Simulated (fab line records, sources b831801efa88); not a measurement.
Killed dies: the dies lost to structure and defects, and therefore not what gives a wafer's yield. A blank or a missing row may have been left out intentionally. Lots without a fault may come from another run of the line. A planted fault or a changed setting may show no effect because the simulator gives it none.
Which tool did it? -- flow sfq line -- Sampling: 14 lots, 42 wafers, 3 of 325 route steps

== WHAT EACH GAUGE READ, for each wafer ==
SFQ_R5_THK_MEAS_934: measures by xrf.
lot,measured,on,R5_MONX_THK (nm)
L237,day 60 23:41,film metro-04,40.8 40.7 40.1
L238,day 61 05:58,film metro-04,40.2 39.9 39.2
L239,day 61 17:42,film metro-03,39.9 40.1 40.1
L240,day 61 20:58,film metro-02,40.7 40.6 40.0
L249,day 69 00:58,film metro-02,40.9 41.0 41.0
L250,day 69 05:47,film metro-04,41.3 40.7 40.4
L251,day 69 11:46,film metro-03,41.5 40.4 41.0
L252,day 69 16:03,film metro-02,40.8 40.7 40.9
L253,day 69 19:39,film metro-04,40.7 40.0 40.1
L254,day 69 22:39,film metro-03,40.6 41.1 40.2
L256,day 70 02:58,film metro-02,41.0 41.0 40.9
L257,day 70 20:48,film metro-04,40.5 41.5 40.6
L259,day 71 01:35,film metro-04,41.3 41.7 41.1
L260,day 71 08:44,film metro-03,40.5 40.1 39.9

SFQ_I6_OVL_MEAS_942.
lot,measured,on,I6_OVL (nm)
L237,day 70 16:25,overlay-01,-6 0 -7
L238,day 70 18:49,overlay-01,6 4 6
L239,day 71 03:14,overlay-01,6 9 9
L240,day 71 08:02,overlay-01,-1 -6 -7
L249,day 81 06:17,overlay-02,-2 1 0
L250,day 81 13:04,overlay-02,-21 -15 -12
L251,day 81 16:39,overlay-02,2 2 1
L252,day 81 19:03,overlay-02,-12 -6 -5
L253,day 82 03:07,overlay-02,0 9 6
L254,day 82 09:14,overlay-02,-5 -8 -5
L256,day 82 14:40,overlay-01,-1 -4 0
L257,day 83 03:28,overlay-01,8 -3 1
L259,day 83 09:27,overlay-01,0 2 3
L260,day 83 14:16,overlay-01,-6 -4 -7

== WHAT TOOL EACH LOT RAN ON (gives the tool, then ch and the chambers of the sampled wafers, and finally the start) ==
lot,SFQ_TRILAYER_M6_DEP_SPUTTER_157
L237,"pvd sputter-06, day 61 20:42"
L238,"pvd sputter-06, day 62 00:18"
L239,"pvd sputter-03, day 62 08:19"
L240,"pvd sputter-04, day 62 09:31"
L249,"pvd sputter-04, day 77 09:07"
L250,"pvd sputter-06, day 77 13:55"
L251,"pvd sputter-04, day 77 16:19"
L252,"pvd sputter-03, day 77 18:43"
L253,"pvd sputter-06, day 78 00:43"
L254,"pvd sputter-04, day 78 03:16"
L256,"pvd sputter-06, day 78 07:24"
L257,"pvd sputter-04, day 78 13:24"
L259,"pvd sputter-06, day 78 18:12"
L260,"pvd sputter-04, day 78 23:00"
- SFQ_TRILAYER_M6_DEP_SPUTTER_157: material Nb, target thk 200 nm, time 133.3 s.

== AS READ BY THE TOOLS THEMSELVES (means over the sampled wafers that have a number; for cases with no such wafer, the mark the record gives instead) ==
SFQ_TRILAYER_M6_DEP_SPUTTER_157.
lot,tool,throttle valve pct (%)
L237,pvd sputter-06,28.2
L238,pvd sputter-06,29.0
L239,pvd sputter-03,29.2
L240,pvd sputter-04,31.6
L249,pvd sputter-04,31.3
L250,pvd sputter-06,29.2
L251,pvd sputter-04,29.8
L252,pvd sputter-03,29.0
L253,pvd sputter-06,29.1
L254,pvd sputter-04,30.6
L256,pvd sputter-06,30.0
L257,pvd sputter-04,31.2
L259,pvd sputter-06,29.9
L260,pvd sputter-04,31.1

== THE ANSWER, worked out from the rows above alone ==
Rule: the lots themselves supply what counts as usual. The widest of any qualifying gaps counts: lots, ordered by their means at a reading, are off when they make up no more than a third of the lots, leave a main group of 4 or more, and stand apart from it by 3 or more times the standard deviation of that group's means. A main group whose means are all the same, to the digits that the tables above print for the reading, isn't used. Also off: a lot with no number at a reading for which 4 or more lots have one. The other lots that the step has rows for count as sound. Order of review: gauges by route order, followed by the tools' own readings, for which a lot's mean as printed above is used. The first step at which some lot is off is used, and at that step the reading that is off furthest; a lot without a number counts as furthest.
None of the lots is off at any reading shown; this tells nothing.

== WHAT WAS PUT IN BY THE SIMULATOR ==
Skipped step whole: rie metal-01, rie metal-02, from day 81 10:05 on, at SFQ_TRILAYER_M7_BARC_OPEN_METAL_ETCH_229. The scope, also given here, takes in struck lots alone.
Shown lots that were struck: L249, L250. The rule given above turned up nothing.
